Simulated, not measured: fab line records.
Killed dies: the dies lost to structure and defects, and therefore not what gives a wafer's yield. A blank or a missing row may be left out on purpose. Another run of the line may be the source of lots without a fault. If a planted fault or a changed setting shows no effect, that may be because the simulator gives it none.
Problem report in the 8D (eight disciplines) form, filled by code | flow gf180mcu | the parts of the form that need people (team, actions taken, sign-off) are left out

== 1. WHAT IS WRONG ==
cathodeDcPowerW at GF_M1_SPUTTER_01 reads a mean of 8293.3 W on 1 wafer of 1 lot; wafers without a fault read 6500.1 W with a standard deviation of 1.1. That is +99 or more standard deviations from the usual mean.
The step: material TiN, target thk 30 nm, time 25 s.
Earliest sighting: wafer L696.1 on pvdSputter-01 at day 21 23:08. The record has a number at this step for 15 wafers belonging to 5 lots. Rule for "out" (also "out of limits"): further than 4 standard deviations from the usual mean. Any other wafer with a number is counted as sound.

== 2. WHAT THIS IS AND IS NOT ==
question                    | is                | is not
which readings at this step | cathodeDcPowerW   | throttleValvePct
which lots                  | L696              | L682, L685, L693, L704
which wafers of those lots  | L696.1            | L696.2, L696.3
read on which tools         | pvdSputter-01     | pvdSputter-04
when                        | from day 21 23:08 | up to then (11 sound wafers); but 3 sound wafers of L704 came after

== 3. THE SUSPECTS, EACH WITH WHAT RULES IT OUT ==
Counting: if a tool at a process step up to the reading ran every lot that is out, it stays a suspect. Sound lots after the first of them don't rule it out here, since some wafers of a struck lot are sound.
- pvdSputter-02 at GF_CONTACT_SPUTTER_22 (material Ti, target thk 15 nm, time 80.02 s): kept. The lot that is out, L696, ran on it at day 21 22:22; the last sound lot it ran before that was L693, at day 20 14:42.
- pvdSputter-02 at GF_CONTACT_SPUTTER_23 (material TiN, target thk 10 nm, time 40 s): kept. The lot that is out, L696, ran on it at day 21 22:25; the last sound lot it ran before that was L693, at day 20 14:46.
- cvdW-01 at GF_CONTACT_CVD_24 (deposits W, target thk 300 nm, time 90.339 s): kept. The lot that is out, L696, ran on it at day 21 22:28; the last sound lot it ran before that was L693, at day 20 14:48.
- cmp-02 at GF_CONTACT_CMP_27 (polishes, stops on SiO2, t overpolish 15 s, target thk 0 nm): kept. It ran the lot that is out, L696 (day 21 22:47).
- pvdSputter-01 at GF_M1_SPUTTER_01 (material TiN, target thk 30 nm, time 25 s): kept. The lot that is out, L696, ran on it at day 21 23:08; the last sound lot it ran before that was L693, at day 20 15:29. Its own cathodeDcPowerW readings are out on those wafers.
- At GF_CONTACT_CVD_24 on cvdW-01, chamber 0 took the sound wafers of the same lots and chamber 1 took the wafers that are out.
- At GF_CONTACT_CMP_27, inside cmp-02: chamber 2 took the wafers that are out, while their sound lot-mates went through chambers 0, 1.
Left after counting: pvdSputter-02 at GF_CONTACT_SPUTTER_22, pvdSputter-02 at GF_CONTACT_SPUTTER_23, cvdW-01 at GF_CONTACT_CVD_24, cmp-02 at GF_CONTACT_CMP_27, pvdSputter-01 at GF_M1_SPUTTER_01.

== 4. THE CAUSE (what the simulator had put in) ==
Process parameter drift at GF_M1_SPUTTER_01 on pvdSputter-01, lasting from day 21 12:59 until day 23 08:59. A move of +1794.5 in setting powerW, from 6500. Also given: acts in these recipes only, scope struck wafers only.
Of the 5 suspects that counting leaves, this tool is one.

== 5. THE EFFECT CHAIN, in route order ==
One row per reading whose mean, taken over the struck wafers that have a number, lies over 3 standard deviations from the usual. Readings are gone through only where the record gives a usual standard deviation; hours: the median, over the lots, of the time from a lot's start at the first step in this table giving one to that lot's start at this step; sigmas: the change measured in usual standard deviations.
hours | step             | reading         | usual    | on struck wafers | change  | sigmas
0     | GF_M1_SPUTTER_01 | cathodeDcPowerW | 6500.1 W | 8293.3           | +1793.2 | +99 or more
Process steps it contains:
- GF_M1_SPUTTER_01: material TiN, target thk 30 nm, time 25 s.

== 6. WHAT WOULD HAVE CAUGHT IT SOONER ==
In this record the first reading out of limits was taken at day 21 23:08, 10 hours after the fault began at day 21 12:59.
